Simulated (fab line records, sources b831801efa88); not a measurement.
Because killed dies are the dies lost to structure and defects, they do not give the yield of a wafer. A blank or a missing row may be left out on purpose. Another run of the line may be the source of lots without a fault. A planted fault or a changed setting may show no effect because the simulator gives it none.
Matching of chambers	flow sky130	4 sister chambers for SKY_VIA2_CMP_24 on cmp-01
The step polishes, stops on SiO2, t overpolish 20 s, target thk 0 nm. 4 wafers are shown with their chamber, then 8 later ones without.

## WAFERS WITH THEIR CHAMBER
wafer	chamber	motorCurrentA (A)
L566.4	2	10.5
L573.1	1	13.1
L573.3	3	12.4
L576.2	0	12.5

## WAFERS WITH NO CHAMBER GIVEN
wafer	motorCurrentA (A)
L576.3	11.9
L576.6	12.0
L574.1	12.0
L574.3	10.1
L574.6	10.3
L575.1	12.9
L575.2	10.3
L575.4	11.4

## EACH ONE'S CHAMBER
wafer	from the rows above	in truth
L576.3	can't be placed: 3 or 0 or 1 or 2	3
L576.6	can't be placed: 3 or 0 or 1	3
L574.1	can't be placed: 3 or 0 or 1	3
L574.3	2	2
L574.6	2	2
L575.1	can't be placed: 1 or 0 or 3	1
L575.2	2	2
L575.4	can't be placed: 2 or 3 or 0 or 1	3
3 of 8 placed correctly. Cannot be placed on the basis of these rows: 5; the candidates contain the true chamber in 5. Placed wrongly: 0.
How it was worked out, from the rows above alone: a wafer's distance from a chamber is the root of the sum, over the readings, of the square of ((its reading less the chamber's mean) divided by the reading's scatter). If the next closest chamber is less than 2 further off than the closest, the wafer can't be placed; otherwise it belongs to the closest. The mean given for a chamber averages the wafers shown for that chamber. The scatter: with one shown wafer a chamber, the root of the mean of the squares of how far each hidden wafer lies from its nearest shown one.
